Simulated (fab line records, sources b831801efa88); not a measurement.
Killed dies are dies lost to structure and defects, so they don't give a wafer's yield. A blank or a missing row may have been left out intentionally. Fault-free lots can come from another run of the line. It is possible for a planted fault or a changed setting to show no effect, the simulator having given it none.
What tool caused it? + flow sfqLine + 15 lots with 45 wafers sampled at 4 steps, on a route of 325 steps

== WHAT EACH GAUGE READ, for each wafer ==
SFQ_M7_RS_MEAS_943: a four-point-probe measurement.
| lot  | measured     | on           | M7_NB_RS (ohm/sq) |
|------|--------------|--------------|-------------------|
| L903 | day 72 14:03 | filmMetro-02 | 0.892 0.905 0.892 |
| L904 | day 72 17:05 | filmMetro-02 | 0.892 0.891 0.896 |
| L905 | day 72 21:40 | filmMetro-03 | 0.883 0.897 0.888 |
| L908 | day 73 03:19 | filmMetro-02 | 0.906 0.896 0.890 |
| L909 | day 73 09:12 | filmMetro-02 | 0.893 0.888 0.879 |
| L910 | day 73 13:20 | filmMetro-02 | 0.912 0.904 0.901 |
| L911 | day 74 00:59 | filmMetro-02 | 0.874 0.877 0.864 |
| L912 | day 79 13:32 | filmMetro-01 | 0.895 0.899 0.901 |
| L915 | day 81 01:50 | filmMetro-02 | 0.860 0.866 0.862 |
| L916 | day 85 10:45 | filmMetro-02 | 0.883 0.881 0.881 |
| L917 | day 85 16:45 | filmMetro-01 | 0.894 0.893 0.873 |
| L918 | day 85 20:21 | filmMetro-03 | 0.891 0.893 0.897 |
| L921 | day 86 01:18 | filmMetro-02 | 0.890 0.888 0.892 |
| L924 | day 86 07:28 | filmMetro-01 | 0.873 0.891 0.884 |
| L926 | day 86 12:11 | filmMetro-01 | 0.869 0.884 0.887 |

SFQ_M8_THK_MEAS_950: measures by xrf.
| lot  | measured     | on           | M8_AU_THK (nm)    |
|------|--------------|--------------|-------------------|
| L903 | day 82 14:28 | filmMetro-01 | 182.4 184.8 183.8 |
| L904 | day 82 19:17 | filmMetro-04 | 179.8 179.3 181.7 |
| L905 | day 83 01:16 | filmMetro-02 | 181.4 181.6 182.9 |
| L908 | day 83 14:36 | filmMetro-01 | 177.2 179.6 180.0 |
| L909 | day 83 23:44 | filmMetro-01 | 181.9 184.0 181.7 |
| L910 | day 86 14:24 | filmMetro-01 | 180.9 182.3 182.3 |
| L911 | day 87 09:43 | filmMetro-04 | 181.9 182.6 182.7 |
| L912 | day 88 10:02 | filmMetro-01 | 179.7 178.0 180.5 |
| L915 | day 89 16:02 | filmMetro-01 | 181.8 182.0 183.2 |
| L916 | day 89 23:20 | filmMetro-02 | 179.3 178.7 179.0 |
| L917 | day 93 06:27 | filmMetro-01 | 181.8 181.0 181.3 |
| L918 | day 93 12:27 | filmMetro-02 | 179.1 179.3 178.4 |
| L921 | day 93 18:26 | filmMetro-04 | 181.0 179.5 180.5 |
| L924 | day 94 01:38 | filmMetro-04 | 178.6 177.4 175.8 |
| L926 | day 95 02:09 | filmMetro-01 | 183.5 181.3 181.2 |

== EACH LOT AND THE TOOL THAT RAN IT (in order: tool; ch and the chambers of the sampled wafers; start) ==
| lot  | SFQ_TRILAYER_I5_STRIP_STRIP_148  | SFQ_TRILAYER_I7_VIA_LITHO_PEB_190 |
|------|----------------------------------|-----------------------------------|
| L903 | rieMetal-02 ch 0,1, day 66 10:31 | lithoTrack-02 ch 0, day 78 15:52  |
| L904 | rieMetal-03 ch 0,1, day 66 14:19 | lithoTrack-02 ch 0, day 78 18:18  |
| L905 | rieMetal-01 ch 0,1, day 66 15:19 | lithoTrack-03 ch 0, day 78 20:40  |
| L908 | rieMetal-02 ch 0,1, day 66 22:38 | lithoTrack-02 ch 0, day 79 03:52  |
| L909 | rieMetal-02 ch 0,1, day 67 09:26 | lithoTrack-02 ch 0, day 79 08:39  |
| L910 | rieMetal-03 ch 0,1, day 67 15:26 | lithoTrack-02 ch 0, day 82 12:05  |
| L911 | rieMetal-01 ch 0,1, day 68 03:26 | lithoTrack-03 ch 0, day 83 14:37  |
| L912 | rieMetal-02 ch 0,1, day 69 07:44 | lithoTrack-02 ch 0, day 84 12:56  |
| L915 | rieMetal-02 ch 1, day 70 14:33   | lithoTrack-03, day 85 15:28       |
| L916 | rieMetal-03 ch 0,1, day 71 00:09 | lithoTrack-02, day 86 00:06       |
| L917 | rieMetal-02 ch 1, day 71 06:21   | lithoTrack-02, day 89 20:52       |
| L918 | rieMetal-01 ch 0,1, day 71 12:09 | lithoTrack-02 ch 0, day 90 01:40  |
| L921 | rieMetal-02 ch 0,1, day 72 07:21 | lithoTrack-02 ch 0, day 90 06:26  |
| L924 | rieMetal-01 ch 0, day 73 00:09   | lithoTrack-02 ch 0, day 90 13:38  |
| L926 | rieMetal-01 ch 0, day 73 08:33   | lithoTrack-02 ch 0, day 91 13:38  |
- SFQ_TRILAYER_I5_STRIP_STRIP_148: strips in O2.
- SFQ_TRILAYER_I7_VIA_LITHO_PEB_190: peb time 60 s.

== AS READ BY THE TOOLS THEMSELVES (means over the sampled wafers that have a number; for cases with no such wafer, the mark the record gives instead) ==
SFQ_TRILAYER_I5_STRIP_STRIP_148.
| lot  | tool        | drypumpMotorCurrentA (A) | oesProductAu (a.u.) |
|------|-------------|--------------------------|---------------------|
| L903 | rieMetal-02 | 5.0                      | 0.999               |
| L904 | rieMetal-03 | 5.8                      | 1.005               |
| L905 | rieMetal-01 | 6.3                      | 0.993               |
| L908 | rieMetal-02 | 4.9                      | 0.998               |
| L909 | rieMetal-02 | 4.8                      | 0.997               |
| L910 | rieMetal-03 | 5.8                      | 1.000               |
| L911 | rieMetal-01 | 6.5                      | 0.997               |
| L912 | rieMetal-02 | 5.0                      | 0.995               |
| L915 | rieMetal-02 | 5.2                      | 0.985               |
| L916 | rieMetal-03 | 5.8                      | 1.000               |
| L917 | rieMetal-02 | 5.3                      | 0.993               |
| L918 | rieMetal-01 | 6.3                      | 0.996               |
| L921 | rieMetal-02 | 5.1                      | 1.001               |
| L924 | rieMetal-01 | 6.5                      | 1.002               |
| L926 | rieMetal-01 | 6.6                      | 1.006               |

SFQ_TRILAYER_I7_VIA_LITHO_PEB_190.
| lot  | tool          | chillPlateTempC (C) | exhaustPa (Pa) |
|------|---------------|---------------------|----------------|
| L903 | lithoTrack-02 | 23.05               | 45.0           |
| L904 | lithoTrack-02 | 22.88               | 45.2           |
| L905 | lithoTrack-03 | 22.90               | 45.4           |
| L908 | lithoTrack-02 | 23.01               | 44.1           |
| L909 | lithoTrack-02 | 22.96               | 45.4           |
| L910 | lithoTrack-02 | 23.13               | 44.1           |
| L911 | lithoTrack-03 | 22.89               | 46.3           |
| L912 | lithoTrack-02 | 22.94               | 44.7           |
| L915 | lithoTrack-03 | -                   | -              |
| L916 | lithoTrack-02 | -                   | -              |
| L917 | lithoTrack-02 | -                   | -              |
| L918 | lithoTrack-02 | 22.90               | 43.9           |
| L921 | lithoTrack-02 | 23.02               | 45.8           |
| L924 | lithoTrack-02 | 23.10               | 43.9           |
| L926 | lithoTrack-02 | 22.92               | 45.1           |

== THE ANSWER, worked out from the rows above alone ==
Rule: the lots themselves supply what counts as usual. Put in order of their means at a reading, lots are off if they are a third of the lots or fewer, leave a main group of 4 or more, and stand apart from it by a gap of 3 or more times the standard deviation of the main group's means; of several such gaps the widest counts. A main group is skipped when, at the precision printed for the reading in the tables above, its means are all equal. Also off: a lot with no number at a reading for which 4 or more lots have one. Where the step has rows for the other lots, those lots are counted as sound. Order of review: gauges by route order, followed by the tools' own readings, for which a lot's mean as printed above is used. At the first step where some lot is off, the reading lying furthest off is the one used; lots without a number count as furthest.
Off: L915, L916, L917 (SFQ_TRILAYER_I7_VIA_LITHO_PEB_190, chillPlateTempC). Without a number there: L915, L916, L917. The main group has a mean of 22.98 C with a standard deviation of 0.082.
A tool fits if, at that step or a process step before it, it ran every lot that is off, and no sound lot after the first of them. No candidate that was tried fits.

== WHAT HAD BEEN PUT IN BY THE SIMULATOR ==
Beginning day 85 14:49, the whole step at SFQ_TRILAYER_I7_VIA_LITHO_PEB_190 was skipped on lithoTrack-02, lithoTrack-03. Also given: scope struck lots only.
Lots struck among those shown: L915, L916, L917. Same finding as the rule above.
